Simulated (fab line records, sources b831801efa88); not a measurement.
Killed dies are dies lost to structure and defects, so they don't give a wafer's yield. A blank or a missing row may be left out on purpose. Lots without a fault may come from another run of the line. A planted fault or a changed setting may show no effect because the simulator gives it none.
fab line records | flow gf180mcu | part 1 of 2: steps 1 to 26 of 35
record lots=5 wafers=15 last_day=34
route steps=602 shown VT_IMPLANT@128 MVSD@136 NWELL@137 LVPWELL@138 MVPSD@139 DUAL_GATE@141 POLY_GATE@157
lots that met no fault: from a run of the same line without faults
start_h: hours from the record's first day to the start of the lot's first wafer shown | wait_h: hours since the lot's step before | " the same as in the row above | L1.1+2: a row that stands for several wafers | - no value, or no start given | * or withheld: withheld | < > ~ a bound
route shown NAME@n: a module of which the file shows steps, and the number in the route of the first | usual: mean/standard deviation of fault-free wafers | same: alike in all rows | chamber/n: place in a boat | sites: the reading at each site | _std_site: their standard deviation | _edge_site: outer sites' mean less inner sites' | radius_mm: how far each site lies from the wafer's centre | mask NAME#n: copy n | behind: the tool/chamber that last shaped the wafer | hold: why the lot was held/for how many hours/how that ended | device: the transistor (n, p or np) that didn't switch | end of line: the same wafers' tests at the end of the route | a step without rows: its recipe alone | killed: dies lost to structure and defects at the first sort, not the wafer's yield | map: a wafer's dies, x killed, . not, _ none there
set.NAME: the setting as run; set.NAME@STEP: as run at that earlier step | model.NAME: the simulator's own value behind a step, which no gauge read
lots at some steps of the route; a table a step, a row a wafer
services: from which hour (start_h, from the record's first day; less than 0 if before it) a tool's chamber was out of use, for how many hours, and why
## steps
# step GF_VT_IMPLANT_PEB_38
# recipe temp_c=withheld time_s=* resist=NOVOLAK
# usual exhaust_pa=45.0/0.8
# columns lot.wafer tool chamber start_h wait_h exhaust_pa
L080.2 litho_track-03 0 - - 45.7
L080.5 " 0 " " 46.5
L080.6 " 0 " " 45.5
L086.3 litho_track-03 0 - - 44.1
L086.4 " 0 " " 45.3
L086.5 " 0 " " 45.4
L092.1 litho_track-04 0 - - 44.2
L092.2 " 0 " " 45.1
L092.4 " 0 " " 45.2
L094.1 litho_track-03 0 - - 44.3
L094.4 " 0 " " 45.0
L094.5 " 0 " " 44.8
L095.1 litho_track-03 0 - - 44.8
L095.3 " 0 " " 43.6
L095.6 " 0 " " 43.8
# step GF_VT_IMPLANT_DEVELOP_39
# recipe develop_time_s=60 dev_temp_c=23
# usual exhaust_pa=45.1/0.77
# columns lot.wafer tool chamber start_h wait_h exhaust_pa
L080.2 litho_track-03 0 197.41 0.1 47.0
L080.5 " 0 " " 46.6
L080.6 " 0 " " 46.4
L086.3 litho_track-03 0 238.73 0.1 45.4
L086.4 " 0 " " 45.0
L086.5 " 0 " " 45.6
L092.1 litho_track-04 0 274.81 0.1 45.2
L092.2 " 0 " " 46.2
L092.4 " 0 " " 44.1
L094.1 litho_track-03 0 296.08 0.1 45.1
L094.4 " 0 " " 45.0
L094.5 " 0 " " 45.1
L095.1 litho_track-03 0 298.33 0.1 44.5
L095.3 " 0 " " 44.3
L095.6 " 0 " " 45.5
# step GF_VT_IMPLANT_OVL_MEAS_40
# usual VT_IMPLANT_03_OVL=0.4/1.4
# columns lot.wafer tool chamber start_h wait_h VT_IMPLANT_03_OVL[nm]
L080.2 overlay-01 - 197.54 0.1 1.5
L080.5 " - " " 1.7
L080.6 " - " " 0.9
L086.3 overlay-02 - 238.85 0.1 -0.3
L086.4 " - " " 2.5
L086.5 " - " " 1.4
L092.1 overlay-02 - 274.96 0.1 0.4
L092.2 " - " " 0.9
L092.4 " - " " 2.2
L094.1 overlay-02 - 296.23 0.1 1.3
L094.4 " - " " 0.5
L094.5 " - " " 0.3
L095.1 overlay-02 - 298.48 0.1 1.8
L095.3 " - " " 2.6
L095.6 " - " " 1.1
# step GF_VT_IMPLANT_IMPLANT_41
# recipe species=As energy_kev=70 dose_cm2=1.013e+12 tilt_deg=7
# usual tilt_deg=6.999/0.022
# columns lot.wafer tool chamber start_h wait_h tilt_deg
L080.2 implanter-04 0 197.59 0.0 6.954
L080.5 " 0 " " 6.976
L080.6 " 0 " " 6.987
L086.3 implanter-04 0 238.92 0.1 6.986
L086.4 " 0 " " 6.986
L086.5 " 0 " " 6.985
L092.1 implanter-02 0 275.00 0.0 7.038
L092.2 " 0 " " 7.007
L092.4 " 0 " " 7.010
L094.1 implanter-01 0 296.27 0.0 6.994
L094.4 " 0 " " 7.005
L094.5 " 0 " " 7.014
L095.1 implanter-02 0 298.52 0.0 6.999
L095.3 " 0 " " 6.975
L095.6 " 0 " " 6.986
# step GF_VT_IMPLANT_STRIP_42
# recipe chemistry=O2/N2 power_w=1400 pressure_mtorr=1500 platen_temp_c=250 o2_flow_sccm=3000 n2_flow_sccm=300 overash_fraction=0.5
# usual drypump_motor_current_A=5.6/0.49 heater_power_w=314/14 oes_product_au=0.715/0.0044 strip_time_to_endpoint_s=12.64/0.034
# same overash_fraction=0.5
# columns lot.wafer tool chamber start_h wait_h drypump_motor_current_A heater_power_w oes_product_au rf_hours_counter_h strip_time_to_endpoint_s
L080.2 plasma_asher-02 1 197.72 0.1 6.1 304 0.714 61 12.61
L080.5 " 1 " " 6.1 307 0.717 - 12.57
L080.6 " 0 " " 6.5 303 0.719 - 12.60
L086.3 plasma_asher-03 1 239.05 0.1 5.4 302 0.714 - 12.63
L086.4 " 0 " " 5.2 324 0.713 - 12.62
L086.5 " 0 " " 5.2 318 0.716 - 12.65
L092.1 plasma_asher-01 0 275.15 0.1 5.2 339 0.717 58 12.71
L092.2 " 1 " " 5.3 316 0.709 58 12.67
L092.4 " 1 " " 5.3 318 0.716 - 12.64
L094.1 plasma_asher-02 1 296.42 0.1 6.1 311 0.706 72 12.66
L094.4 " 0 " " 6.5 297 0.717 - 12.65
L094.5 " 0 " " 6.5 298 0.718 - 12.67
L095.1 plasma_asher-01 0 298.67 0.1 5.1 338 0.721 60 12.67
L095.3 " 1 " " 5.3 321 0.717 - 12.63
L095.6 " 1 " " 5.3 323 0.705 - 12.68
# step GF_VT_IMPLANT_TW_MEAS_43
# usual VT_IMPLANT_4_TW=682/3.4
# columns lot.wafer tool chamber start_h wait_h VT_IMPLANT_4_TW
L080.2 film_metro-01 - 197.83 0.1 682
L080.5 " - " " 683
L080.6 " - " " 682
L086.3 film_metro-03 - 239.14 0.1 679
L086.4 " - " " 684
L086.5 " - " " 682
L092.1 film_metro-02 - 275.25 0.1 687
L092.2 " - " " 690
L092.4 " - " " 688
L094.1 film_metro-01 - 296.52 0.1 678
L094.4 " - " " 677
L094.5 " - " " 683
L095.1 film_metro-03 - 298.77 0.1 677
L095.3 " - " " 678
L095.6 " - " " 679
# step GF_VT_IMPLANT_CLEAN_44
# recipe chemistry=SC1/SC2 mix=1:4:20 temp_c=70 time_s=150 dry=n2_spin
# columns lot.wafer tool chamber start_h wait_h
L080.2+5+6 wet_bench-01 0 197.88 0.0
L086.3+4+5 wet_bench-04 0 239.18 0.0
L092.1+2+4 wet_bench-02 0 275.31 0.1
L094.1+4+5 wet_bench-02 0 296.58 0.1
L095.1+3+6 wet_bench-04 1 298.83 0.1
# step GF_VT_IMPLANT_RTA_45
# recipe temp_c=1050 time_s=30 ambient=N2
# usual lamp_power_pct=33.1/0.49 wafer_temp_C_max=1053.9/0.88
# columns lot.wafer tool chamber start_h wait_h lamp_power_pct wafer_temp_C_max
L080.2 rtp_anneal-01 0 197.95 0.0 33.5 1053.8
L080.5 " 0 " " 33.5 1052.6
L080.6 " 0 " " 33.5 1054.6
L086.3 rtp_anneal-02 0 239.26 0.0 32.5 1053.3
L086.4 " 0 " " 32.5 1054.0
L086.5 " 0 " " 32.5 1052.9
L092.1 rtp_anneal-02 0 275.36 0.0 32.5 1053.9
L092.2 " 0 " " 32.5 1052.4
L092.4 " 0 " " 32.6 1052.5
L094.1 rtp_anneal-02 0 296.63 0.0 32.5 1053.7
L094.4 " 0 " " 32.5 1053.1
L094.5 " 0 " " 32.6 1052.8
L095.1 rtp_anneal-02 0 298.88 0.0 32.6 1054.3
L095.3 " 0 " " 32.5 1054.1
L095.6 " 0 " " 32.5 1054.5
# step GF_VT_IMPLANT_RS_MEAS_46
# recipe thk_meas_gauge=four-point-probe
# usual MVSD_RS=456.5/1.3
# columns lot.wafer tool chamber start_h wait_h MVSD_RS[ohm/sq]
L080.2 film_metro-02 - 198.05 0.1 457.1
L080.5 " - " " 456.9
L080.6 " - " " 457.0
L086.3 film_metro-01 - 239.37 0.1 455.4
L086.4 " - " " 454.1
L086.5 " - " " 455.7
L092.1 film_metro-01 - 275.46 0.1 454.7
L092.2 " - " " 454.5
L092.4 " - " " 455.7
L094.1 film_metro-04 - 296.73 0.1 454.5
L094.4 " - " " 452.9
L094.5 " - " " 454.2
L095.1 film_metro-04 - 298.98 0.1 455.8
L095.3 " - " " 456.3
L095.6 " - " " 456.1
# step GF_VT_IMPLANT_RS_MEAS_47
# recipe thk_meas_gauge=four-point-probe
# usual NWELL_RS=488.0/1.1
# columns lot.wafer tool chamber start_h wait_h NWELL_RS[ohm/sq]
L080.2 film_metro-02 - 198.17 0.1 488.5
L080.5 " - " " 488.5
L080.6 " - " " 489.1
L086.3 film_metro-01 - 239.49 0.1 485.6
L086.4 " - " " 486.5
L086.5 " - " " 485.5
L092.1 film_metro-01 - 275.58 0.1 488.9
L092.2 " - " " 488.8
L092.4 " - " " 488.6
L094.1 film_metro-04 - 296.85 0.1 490.5
L094.4 " - " " 489.4
L094.5 " - " " 488.0
L095.1 film_metro-04 - 299.10 0.1 488.4
L095.3 " - " " 487.0
L095.6 " - " " 486.8
# step GF_VT_IMPLANT_RS_MEAS_48
# recipe thk_meas_gauge=four-point-probe
# usual LVPWELL_RS=1196/3.5
# columns lot.wafer tool chamber start_h wait_h LVPWELL_RS[ohm/sq]
L080.2 film_metro-02 - 198.29 0.1 1193
L080.5 " - " " 1192
L080.6 " - " " 1194
L086.3 film_metro-01 - 239.61 0.1 1194
L086.4 " - " " 1195
L086.5 " - " " 1195
L092.1 film_metro-01 - 275.70 0.1 1191
L092.2 " - " " 1196
L092.4 " - " " 1194
L094.1 film_metro-04 - 296.97 0.1 1197
L094.4 " - " " 1195
L094.5 " - " " 1197
L095.1 film_metro-04 - 299.22 0.1 1200
L095.3 " - " " 1203
L095.6 " - " " 1202
# step GF_VT_IMPLANT_RS_MEAS_49
# recipe thk_meas_gauge=four-point-probe
# usual MVPSD_RS=1168.7/2.8
# columns lot.wafer tool chamber start_h wait_h MVPSD_RS[ohm/sq]
L080.2 film_metro-02 - 198.41 0.1 1167.5
L080.5 " - " " 1170.7
L080.6 " - " " 1168.1
L086.3 film_metro-01 - 239.73 0.1 1171.2
L086.4 " - " " 1169.8
L086.5 " - " " 1168.7
L092.1 film_metro-01 - 275.82 0.1 1173.1
L092.2 " - " " 1174.4
L092.4 " - " " 1173.0
L094.1 film_metro-04 - 297.09 0.1 1169.0
L094.4 " - " " 1169.0
L094.5 " - " " 1170.4
L095.1 film_metro-04 - 299.34 0.1 1167.4
L095.3 " - " " 1169.4
L095.6 " - " " 1169.7
# step GF_VT_IMPLANT_WET_ETCH_50
# recipe chemistry=dHF target_depth_nm=20 target=SiO2 temp_c=25 dilution=100:1 time_s=400
# columns lot.wafer tool chamber start_h wait_h
L080.2+5+6 wet_bench-02 1 198.51 0.1
L086.3+4+5 wet_bench-01 0 239.81 0.1
L092.1+2+4 wet_bench-01 3 275.94 0.1
L094.1+4+5 wet_bench-01 1 297.21 0.1
L095.1+3+6 wet_bench-04 2 299.46 0.1
# step GF_DUAL_GATE_CLEAN_00
# recipe chemistry=SC1/SC2 mix=1:4:20 temp_c=70 time_s=150
# columns lot.wafer tool chamber start_h wait_h
L080.2+5+6 wet_bench-01 3 198.63 0.0
L086.3+4+5 wet_bench-04 1 239.93 0.0
L092.1+2+4 wet_bench-04 1 276.06 0.0
L094.1+4+5 wet_bench-02 0 297.33 0.0
L095.1+3+6 wet_bench-02 2 299.59 0.0
# step GF_DUAL_GATE_CLEAN_01
# recipe chemistry=dHF time_s=20 dilution=100:1 dry=ipa_marangoni
# columns lot.wafer tool chamber start_h wait_h
L080.2+5+6 wet_bench-04 2 198.68 0.0
L086.3+4+5 wet_bench-01 3 239.98 0.0
L092.1+2+4 wet_bench-02 2 276.11 0.0
L094.1+4+5 wet_bench-01 1 297.38 0.0
L095.1+3+6 wet_bench-01 2 299.64 0.0
# step GF_DUAL_GATE_OXIDATION_02
# recipe temp_c=900 ambient=O2 stabilise_s=600 purge_s=300 target_thk_a=108.87 ox_time_s=1602
# usual spike_tc_centre_C=899.7/1 spike_tc_upper_C=900.0/0.88 tube_center_temp_C_max=902.3/0.34 zone_power_bottom_pct=29.9/0.41 zone_power_centre_pct=17.3/2
# columns lot.wafer tool chamber start_h wait_h spike_tc_centre_C spike_tc_upper_C tube_center_temp_C_max zone_power_bottom_pct zone_power_centre_pct
L080.2 furnace-02 0 199.60 0.9 900.1 900.0 902.0 30.0 15.9
L080.5 " 0 " " 900.2 899.3 902.1 30.4 15.9
L080.6 " 0 " " 899.9 899.5 901.9 29.9 15.7
L086.3 furnace-01 0 239.99 0.0 900.4 900.0 902.4 29.8 20.1
L086.4 " 0 " " 899.5 899.9 902.4 29.5 19.6
L086.5 " 0 " " 898.8 899.7 902.7 29.6 19.9
L092.1 furnace-02 0 276.54 0.4 900.2 898.8 901.8 30.1 15.9
L092.2 " 0 " " 900.5 900.2 902.3 30.0 15.8
L092.4 " 0 " " 900.8 899.7 902.7 30.3 15.8
L094.1 furnace-01 0 298.01 0.6 900.2 902.5 902.1 29.7 20.1
L094.4 " 0 " " 900.1 900.3 902.3 29.6 20.1
L094.5 " 0 " " 899.5 901.6 902.3 29.4 20.4
L095.1 furnace-02 0 299.83 0.2 897.7 898.3 902.3 29.9 15.4
L095.3 " 0 " " 900.8 899.5 902.3 30.0 15.9
L095.6 " 0 " " 899.3 898.0 901.7 29.8 15.8
# step GF_DUAL_GATE_THK_MEAS_03
# recipe reads=SiO2_of_DUAL_GATE_OXIDATION_02
# usual DUAL_GATE_OXIDATION_00_THK=11.05/0.2
# columns lot.wafer tool chamber start_h wait_h DUAL_GATE_OXIDATION_00_THK[nm]
L080.2 film_metro-03 - 201.06 0.0 10.90
L080.5 " - " " 11.02
L080.6 " - " " 10.96
L086.3 film_metro-03 - 241.46 0.0 11.35
L086.4 " - " " 11.41
L086.5 " - " " 11.38
L092.1 film_metro-02 - 277.99 0.0 11.08
L092.2 " - " " 11.31
L092.4 " - " " 11.00
L094.1 film_metro-03 - 299.46 0.0 10.95
L094.4 " - " " 11.06
L094.5 " - " " 10.95
L095.1 film_metro-04 - 301.27 0.0 11.39
L095.3 " - " " 11.37
L095.6 " - " " 11.24
# step GF_DUAL_GATE_DEHYDRATE_04
# recipe temp_c=200 time_s=60
# usual exhaust_pa=45.2/1
# columns lot.wafer tool chamber start_h wait_h exhaust_pa
L080.2 litho_track-04 0 209.44 8.4 43.6
L080.5 " 0 " " 44.8
L080.6 " 0 " " 45.1
L086.3 litho_track-02 0 250.40 8.9 44.8
L086.4 " 0 " " 43.6
L086.5 " 0 " " 45.0
L092.1 litho_track-04 0 287.11 9.1 46.3
L092.2 " 0 " " 45.8
L092.4 " 0 " " 46.2
L094.1 litho_track-04 0 308.76 9.3 44.8
L094.4 " 0 " " 46.2
L094.5 " 0 " " 43.2
L095.1 litho_track-02 0 310.60 9.3 45.3
L095.3 " 0 " " 43.4
L095.6 " 0 " " 45.2
# step GF_DUAL_GATE_HMDS_05
# recipe prime_time_s=60 prime_temp_c=120
# usual exhaust_pa=45.0/0.87
# columns lot.wafer tool chamber start_h wait_h exhaust_pa
L080.2 litho_track-04 0 209.59 0.1 44.4
L080.5 " 0 " " 44.5
L080.6 " 0 " " 44.7
L086.3 litho_track-02 0 250.55 0.1 45.8
L086.4 " 0 " " 46.1
L086.5 " 0 " " 45.2
L092.1 litho_track-04 0 287.26 0.1 46.5
L092.2 " 0 " " 46.5
L092.4 " 0 " " 46.1
L094.1 litho_track-04 0 308.91 0.1 44.6
L094.4 " 0 " " 44.3
L094.5 " 0 " " 44.8
L095.1 litho_track-02 0 310.75 0.1 43.7
L095.3 " 0 " " 44.2
L095.6 " 0 " " 45.0
# step GF_DUAL_GATE_COAT_06
# recipe resist=NOVOLAK spin_rpm=3000 resist_thk_nm=1000
# usual exhaust_pa=45.1/0.84
# columns lot.wafer tool chamber start_h wait_h exhaust_pa
L080.2 litho_track-04 0 209.74 0.1 45.4
L080.5 " 0 " " 45.1
L080.6 " 0 " " 44.3
L086.3 litho_track-02 0 250.70 0.1 44.4
L086.4 " 0 " " 45.5
L086.5 " 0 " " 46.4
L092.1 litho_track-04 0 287.41 0.1 45.2
L092.2 " 0 " " 45.0
L092.4 " 0 " " 45.0
L094.1 litho_track-04 0 309.06 0.1 46.9
L094.4 " 0 " " 45.8
L094.5 " 0 " " 45.8
L095.1 litho_track-02 0 310.90 0.1 44.5
L095.3 " 0 " " 44.2
L095.6 " 0 " " 45.8
# step GF_DUAL_GATE_SOFTBAKE_07
# recipe temp_c=90 time_s=60 resist=NOVOLAK
# usual exhaust_pa=45.0/0.91
# columns lot.wafer tool chamber start_h wait_h exhaust_pa
L080.2 litho_track-04 0 209.89 0.1 44.9
L080.5 " 0 " " 44.0
L080.6 " 0 " " 43.9
L086.3 litho_track-02 0 250.85 0.1 44.5
L086.4 " 0 " " 46.2
L086.5 " 0 " " 44.6
L092.1 litho_track-04 0 287.56 0.1 44.2
L092.2 " 0 " " 45.7
L092.4 " 0 " " 45.8
L094.1 litho_track-04 0 309.21 0.1 44.2
L094.4 " 0 " " 44.9
L094.5 " 0 " " 44.2
L095.1 litho_track-02 0 311.05 0.1 45.5
L095.3 " 0 " " 45.4
L095.6 " 0 " " 46.6
# step GF_DUAL_GATE_EXPOSE_08
# recipe mask_id=Dualgate target_cd_nm=700 na=0.6 source_shape=conventional sigma_outer=0.6 dose_mj=140
# usual reticle_temp_C=22.99/0.099
# same sigma_outer=0.6
# columns lot.wafer tool chamber start_h wait_h mask reticle_temp_C
L080.2 iline_stepper-02 0 - - Dualgate#0 23.17
L080.5 " 0 " " Dualgate#0 23.15
L080.6 " 0 " " Dualgate#0 23.11
L086.3 iline_stepper-02 0 - - Dualgate#0 22.89
L086.4 " 0 " " Dualgate#0 22.93
L086.5 " 0 " " Dualgate#0 23.03
L092.1 iline_stepper-02 0 - - Dualgate#0 23.00
L092.2 " 0 " " Dualgate#0 23.00
L092.4 " 0 " " Dualgate#0 22.99
L094.1 iline_stepper-01 0 - - Dualgate#0 22.96
L094.4 " 0 " " Dualgate#0 23.05
L094.5 " 0 " " Dualgate#0 22.97
L095.1 iline_stepper-01 0 - - Dualgate#0 22.97
L095.3 " 0 " " Dualgate#0 23.16
L095.6 " 0 " " Dualgate#0 23.05
# step GF_DUAL_GATE_PEB_09
# recipe temp_c=withheld time_s=* resist=NOVOLAK
# usual exhaust_pa=45.1/0.9
# columns lot.wafer tool chamber start_h wait_h exhaust_pa
L080.2 litho_track-04 0 - - 44.4
L080.5 " 0 " " 44.1
L080.6 " 0 " " 43.7
L086.3 litho_track-04 0 - - 45.2
L086.4 " 0 " " 43.9
L086.5 " 0 " " 45.1
L092.1 litho_track-04 0 - - 45.6
L092.2 " 0 " " 45.8
L092.4 " 0 " " 46.0
L094.1 litho_track-04 0 - - 45.7
L094.4 " 0 " " 44.2
L094.5 " 0 " " 45.6
L095.1 litho_track-01 0 - - 43.0
L095.3 " 0 " " 43.0
L095.6 " 0 " " 44.2
# step GF_DUAL_GATE_DEVELOP_10
# recipe develop_time_s=60 dev_temp_c=23
# usual exhaust_pa=45.1/0.9
# columns lot.wafer tool chamber start_h wait_h exhaust_pa
L080.2 litho_track-04 0 218.34 0.1 44.8
L080.5 " 0 " " 46.1
L080.6 " 0 " " 45.4
L086.3 litho_track-04 0 259.96 0.1 45.2
L086.4 " 0 " " 43.5
L086.5 " 0 " " 43.7
L092.1 litho_track-04 0 297.71 0.1 45.5
L092.2 " 0 " " 43.3
L092.4 " 0 " " 45.3
L094.1 litho_track-04 0 320.46 0.1 46.6
L094.4 " 0 " " 45.3
L094.5 " 0 " " 44.4
L095.1 litho_track-01 0 321.44 0.1 46.2
L095.3 " 0 " " 46.9
L095.6 " 0 " " 45.4
# step GF_DUAL_GATE_OVL_MEAS_11
# usual DUAL_GATE_OVL=-0.2/1.3
# columns lot.wafer tool chamber start_h wait_h DUAL_GATE_OVL[nm]
L080.2 overlay-01 - 218.47 0.1 0.9
L080.5 " - " " 0.4
L080.6 " - " " 1.0
L086.3 overlay-01 - 260.07 0.1 0.1
L086.4 " - " " 0.1
L086.5 " - " " -0.8
L092.1 overlay-01 - 297.86 0.1 -3.0
L092.2 " - " " 0.5
L092.4 " - " " 0.7
L094.1 overlay-01 - 320.61 0.1 -0.6
L094.4 " - " " 0.2
L094.5 " - " " -0.4
L095.1 overlay-02 - 321.59 0.1 -1.7
L095.3 " - " " -0.5
L095.6 " - " " -2.5
# step GF_DUAL_GATE_WET_ETCH_12
# recipe chemistry=dHF target_depth_nm=13 dry=n2_spin target=SiO2 temp_c=25 dilution=100:1 time_s=260
# columns lot.wafer tool chamber start_h wait_h
L080.2+5+6 wet_bench-04 1 218.50 0.0
L086.3+4+5 wet_bench-01 0 260.10 0.0
L092.1+2+4 wet_bench-02 2 297.90 0.0
L094.1+4+5 wet_bench-02 0 320.65 0.0
L095.1+3+6 wet_bench-02 1 321.63 0.0
